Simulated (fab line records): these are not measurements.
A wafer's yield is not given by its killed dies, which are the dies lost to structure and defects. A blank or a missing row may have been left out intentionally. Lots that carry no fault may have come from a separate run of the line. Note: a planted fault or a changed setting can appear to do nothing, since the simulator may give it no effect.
Check for tools in common + flow sky130 + 12 lots and 36 wafers in the sample

== THE REASON FOR OPENING IT ==
At SKY_LDD_LDN_TW_MEAS_13 the reading LDD_LDN_TW is flagged on 2 of 12 lots. No-fault wafers: 1477, standard deviation 9.4.
Rule: a lot gets a flag if all its wafers with a number sit over 4 standard deviations from that mean, or if no wafer of it has a number. The rest of the lots are taken to be sound.

| lot  | measured     | on           | LDD_LDN_TW, wafer by wafer | flag    |
|------|--------------|--------------|----------------------------|---------|
| L406 | day 23 06:07 | filmMetro-03 | 1492 1492 1487             |         |
| L407 | day 23 07:11 | filmMetro-03 | 1493 1497 1486             |         |
| L408 | day 23 20:10 | filmMetro-03 | 1489 1490 1497             |         |
| L411 | day 25 02:16 | filmMetro-01 | 1469 1471 1467             |         |
| L410 | day 25 03:31 | filmMetro-01 | 1466 1478 1470             |         |
| L413 | day 26 11:37 | filmMetro-04 | 1478 1483 1488             |         |
| L416 | day 27 05:24 | filmMetro-03 | 1476 1482 1475             |         |
| L417 | day 27 14:09 | filmMetro-03 | 1477 1479 1483             |         |
| L423 | day 29 05:28 | filmMetro-04 | 1531 1534 1531             | FLAGGED |
| L426 | day 30 01:07 | filmMetro-01 | 1545 1539 1544             | FLAGGED |
| L427 | day 30 08:10 | filmMetro-01 | 1479 1482 1476             |         |
| L429 | day 30 22:39 | filmMetro-03 | 1491 1489 1487             |         |
Average over the flagged lots: 1537; offset from the usual +60, equal to +6 standard deviations.

== LOT BY LOT: THE TOOL USED ==
The record holds 1 process step before the reading, out of a route of 708 steps. In each cell: the tool, then ch and the chambers that the sampled wafers went through, then the start.
| lot  | flag    | SKY_LDD_LDN_IMPLANT_11          |
|------|---------|---------------------------------|
| L406 |         | implanter-02 ch 0, day 23 05:53 |
| L407 |         | implanter-03 ch 0, day 23 06:57 |
| L408 |         | implanter-02 ch 0, day 23 19:55 |
| L411 |         | implanter-02 ch 0, day 25 02:01 |
| L410 |         | implanter-02 ch 0, day 25 03:16 |
| L413 |         | implanter-03 ch 0, day 26 11:23 |
| L416 |         | implanter-01 ch 0, day 27 05:09 |
| L417 |         | implanter-01 ch 0, day 27 13:54 |
| L423 | FLAGGED | implanter-02 ch 0, day 29 05:15 |
| L426 | FLAGGED | implanter-02 ch 0, day 30 00:54 |
| L427 |         | implanter-03 ch 0, day 30 07:55 |
| L429 |         | implanter-01 ch 0, day 30 22:24 |
These steps, and what they do:
- SKY_LDD_LDN_IMPLANT_11
- SKY_LDD_LDN_TW_MEAS_13

== FLAGGED AGAINST TOTAL, ONE TOOL AT A TIME (gauges that did the reading follow at the end) ==
| step                   | tool         | lots run | flagged | share of the flagged lots | sound lots run after its first flagged lot |
|------------------------|--------------|----------|---------|---------------------------|--------------------------------------------|
| SKY_LDD_LDN_IMPLANT_11 | implanter-01 | 3        | 0       | none                      | -                                          |
| SKY_LDD_LDN_IMPLANT_11 | implanter-02 | 6        | 2       | all                       | 0                                          |
| SKY_LDD_LDN_IMPLANT_11 | implanter-03 | 3        | 0       | none                      | -                                          |
| SKY_LDD_LDN_TW_MEAS_13 | filmMetro-01 | 4        | 1       | some                      | 1 (L427)                                   |
| SKY_LDD_LDN_TW_MEAS_13 | filmMetro-03 | 6        | 0       | none                      | -                                          |
| SKY_LDD_LDN_TW_MEAS_13 | filmMetro-04 | 2        | 1       | some                      | 0                                          |

== WHAT THE TABLE PERMITS ==
Rows of the table that ran each flagged lot: 1, that is implanter-02 at SKY_LDD_LDN_IMPLANT_11.
- implanter-02 at SKY_LDD_LDN_IMPLANT_11 ran 6 lots, 2 of them flagged. Last sound lot L410 at day 25 03:16, first flagged lot L423 at day 29 05:15; a fault beginning in between fits. Its own readings lie more than 4 standard deviations out on every wafer of the flagged lots: doseIonsCm2, faradayCurrentUA.
Just one tool remains: implanter-02 at SKY_LDD_LDN_IMPLANT_11.

== WHAT HAD BEEN PUT IN BY THE SIMULATOR ==
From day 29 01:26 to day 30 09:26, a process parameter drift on implanter-02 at SKY_LDD_LDN_IMPLANT_11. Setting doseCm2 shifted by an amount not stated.
Lots struck among those shown: L423, L426. The rule above reached the same finding.
